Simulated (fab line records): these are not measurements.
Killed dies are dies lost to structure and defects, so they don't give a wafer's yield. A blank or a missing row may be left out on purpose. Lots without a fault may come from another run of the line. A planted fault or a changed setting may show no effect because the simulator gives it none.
Matching of chambers :: flow sky130 :: cmp-01 running SKY_VIA2_CMP_02: 4 sister chambers
The step polishes SiO2. 33 wafers are shown with their chamber, then 12 later ones without.

WAFERS PAIRED WITH THEIR CHAMBERS
wafer: L075.1
chamber: 1
motorCurrentA (A): 9.4
slurryFilterDpKPa (kPa): 13.40

wafer: L075.2
chamber: 0
motorCurrentA (A): 12.0
slurryFilterDpKPa (kPa): 13.39

wafer: L075.5
chamber: 2
motorCurrentA (A): 11.8
slurryFilterDpKPa (kPa): 13.73

wafer: L076.2
chamber: 1
motorCurrentA (A): 10.1
slurryFilterDpKPa (kPa): 13.57

wafer: L076.3
chamber: 2
motorCurrentA (A): 12.7
slurryFilterDpKPa (kPa): 13.33

wafer: L076.4
chamber: 3
motorCurrentA (A): 14.4
slurryFilterDpKPa (kPa): 13.48

wafer: L077.1
chamber: 0
motorCurrentA (A): 12.7
slurryFilterDpKPa (kPa): 13.47

wafer: L077.3
chamber: 1
motorCurrentA (A): 9.8
slurryFilterDpKPa (kPa): 13.63

wafer: L077.5
chamber: 0
motorCurrentA (A): 11.6
slurryFilterDpKPa (kPa): 13.42

wafer: L078.4
chamber: 2
motorCurrentA (A): 12.3
slurryFilterDpKPa (kPa): 13.60

wafer: L078.5
chamber: 0
motorCurrentA (A): 12.1
slurryFilterDpKPa (kPa): 13.78

wafer: L078.6
chamber: 1
motorCurrentA (A): 9.9
slurryFilterDpKPa (kPa): 13.61

wafer: L079.1
chamber: 1
motorCurrentA (A): 9.5
slurryFilterDpKPa (kPa): 13.53

wafer: L079.4
chamber: 2
motorCurrentA (A): 11.5
slurryFilterDpKPa (kPa): 13.37

wafer: L079.5
chamber: 2
motorCurrentA (A): 11.4
slurryFilterDpKPa (kPa): 13.42

wafer: L082.1
chamber: 0
motorCurrentA (A): 11.3
slurryFilterDpKPa (kPa): 13.57

wafer: L082.2
chamber: 1
motorCurrentA (A): 9.5
slurryFilterDpKPa (kPa): 13.47

wafer: L082.6
chamber: 0
motorCurrentA (A): 11.9
slurryFilterDpKPa (kPa): 13.63

wafer: L083.3
chamber: 0
motorCurrentA (A): 12.3
slurryFilterDpKPa (kPa): 13.43

wafer: L083.5
chamber: 2
motorCurrentA (A): 12.6
slurryFilterDpKPa (kPa): 13.32

wafer: L083.6
chamber: 3
motorCurrentA (A): 13.9
slurryFilterDpKPa (kPa): 13.56

wafer: L085.1
chamber: 1
motorCurrentA (A): 10.1
slurryFilterDpKPa (kPa): 13.19

wafer: L085.4
chamber: 3
motorCurrentA (A): 13.8
slurryFilterDpKPa (kPa): 13.69

wafer: L085.5
chamber: 0
motorCurrentA (A): 12.3
slurryFilterDpKPa (kPa): 13.27

wafer: L086.3
chamber: 1
motorCurrentA (A): 10.1
slurryFilterDpKPa (kPa): 13.63

wafer: L086.4
chamber: 2
motorCurrentA (A): 12.6
slurryFilterDpKPa (kPa): 13.63

wafer: L086.5
chamber: 3
motorCurrentA (A): 14.8
slurryFilterDpKPa (kPa): 13.34

wafer: L088.1
chamber: 2
motorCurrentA (A): 12.4
slurryFilterDpKPa (kPa): 13.45

wafer: L088.2
chamber: 3
motorCurrentA (A): 13.9
slurryFilterDpKPa (kPa): 13.53

wafer: L088.5
chamber: 1
motorCurrentA (A): 9.5
slurryFilterDpKPa (kPa): 13.56

wafer: L089.1
chamber: 1
motorCurrentA (A): 10.0
slurryFilterDpKPa (kPa): 13.41

wafer: L089.3
chamber: 0
motorCurrentA (A): 12.7
slurryFilterDpKPa (kPa): 13.65

wafer: L089.6
chamber: 2
motorCurrentA (A): 12.0
slurryFilterDpKPa (kPa): 13.56

SIGNATURES, as means of the wafers listed above
reading: motorCurrentA
chamber 0: 12.100
chamber 1: 9.790
chamber 2: 12.144
chamber 3: 14.160
scatter within a chamber: 0.421

reading: slurryFilterDpKPa
chamber 0: 13.5122
chamber 1: 13.5000
chamber 2: 13.4900
chamber 3: 13.5200
scatter within a chamber: 0.144
Rule: a wafer's distance from a chamber is the root of the sum, over the readings, of the square of ((its reading less the chamber's mean) divided by the reading's scatter). The wafer belongs to the nearest chamber; if the next one is less than 2 further off, it can't be placed. The scatter: take each reading less its chamber's mean, square it, sum over the shown wafers, divide by the number of wafers less the number of chambers, and take the root.

WAFERS WITH NO CHAMBER GIVEN
wafer: L090.1
motorCurrentA (A): 14.4
slurryFilterDpKPa (kPa): 13.44

wafer: L090.3
motorCurrentA (A): 12.2
slurryFilterDpKPa (kPa): 13.46

wafer: L090.6
motorCurrentA (A): 12.5
slurryFilterDpKPa (kPa): 13.56

wafer: L093.2
motorCurrentA (A): 12.3
slurryFilterDpKPa (kPa): 13.48

wafer: L093.4
motorCurrentA (A): 11.8
slurryFilterDpKPa (kPa): 13.52

wafer: L093.5
motorCurrentA (A): 9.8
slurryFilterDpKPa (kPa): 13.78

wafer: L094.4
motorCurrentA (A): 14.6
slurryFilterDpKPa (kPa): 13.63

wafer: L094.5
motorCurrentA (A): 14.6
slurryFilterDpKPa (kPa): 13.22

wafer: L094.6
motorCurrentA (A): 12.2
slurryFilterDpKPa (kPa): 13.29

wafer: L096.1
motorCurrentA (A): 14.4
slurryFilterDpKPa (kPa): 13.28

wafer: L096.2
motorCurrentA (A): 10.1
slurryFilterDpKPa (kPa): 13.53

wafer: L096.4
motorCurrentA (A): 12.6
slurryFilterDpKPa (kPa): 13.61

WHICH CHAMBER EACH ONE RAN IN
wafer: L090.1
from the rows above: 3
in truth: 3

wafer: L090.3
from the rows above: can't be placed: 2 or 0
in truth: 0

wafer: L090.6
from the rows above: can't be placed: 2 or 0
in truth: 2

wafer: L093.2
from the rows above: can't be placed: 2 or 0
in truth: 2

wafer: L093.4
from the rows above: can't be placed: 0 or 2
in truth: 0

wafer: L093.5
from the rows above: 1
in truth: 1

wafer: L094.4
from the rows above: 3
in truth: 3

wafer: L094.5
from the rows above: 3
in truth: 3

wafer: L094.6
from the rows above: can't be placed: 2 or 0
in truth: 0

wafer: L096.1
from the rows above: 3
in truth: 3

wafer: L096.2
from the rows above: 1
in truth: 1

wafer: L096.4
from the rows above: can't be placed: 2 or 0
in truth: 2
Placed correctly: 6 of 12. Can't be placed from these rows: 6 (the true chamber is among the candidates in 6). Placed wrongly: 0.
